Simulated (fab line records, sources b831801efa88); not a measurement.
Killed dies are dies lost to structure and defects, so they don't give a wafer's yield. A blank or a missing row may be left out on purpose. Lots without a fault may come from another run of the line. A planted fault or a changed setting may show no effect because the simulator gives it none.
Which tool did it? | flow sky130 | 12 lots, 36 wafers sampled, at 1 step of a route of 708

WHAT THE GAUGES READ, wafer by wafer
SKY_POLY_GATE_CD_MEAS_22.
lot  | measured     | on        | cd_nm (nm)
L075 | day 17 01:07 | cd_sem-01 | 148.4 151.8 147.5
L077 | day 17 23:55 | cd_sem-01 | 151.8 152.0 153.4
L080 | day 18 20:47 | cd_sem-02 | 146.7 146.7 144.7
L081 | day 19 04:07 | cd_sem-02 | 151.1 145.0 148.1
L083 | day 20 00:10 | cd_sem-01 | 151.4 148.4 150.8
L085 | day 20 15:38 | cd_sem-02 | 154.6 153.2 150.7
L087 | day 21 08:27 | cd_sem-01 | 149.1 147.0 148.2
L089 | day 22 03:33 | cd_sem-02 | 145.9 147.6 149.9
L092 | day 23 06:04 | cd_sem-01 | 149.6 150.0 154.4
L093 | day 23 14:46 | cd_sem-01 | 147.4 150.4 145.7
L096 | day 24 13:44 | cd_sem-01 | 147.1 148.9 149.6
L097 | day 25 09:16 | cd_sem-02 | 153.9 156.4 150.7

WHICH TOOL RAN EACH LOT (tool, then ch and the chambers of the sampled wafers, then the start)
The record holds no process step before these readings.

THE ANSWER, worked out from the rows above alone
Rule: what is usual is taken from the lots themselves. Put in order of their means at a reading, lots are off if they are a third of the lots or fewer, leave a main group of 4 or more, and stand apart from it by a gap of 3 or more times the standard deviation of the main group's means; of several such gaps the widest counts. A main group whose means are all the same, to the digits that the tables above print for the reading, isn't used. A lot without any number at a reading at which 4 lots or more have one is off too. The other lots that the step has rows for count as sound.
No lot is off at any reading shown: from this, nothing can be told.

WHAT THE SIMULATOR HAD PUT IN
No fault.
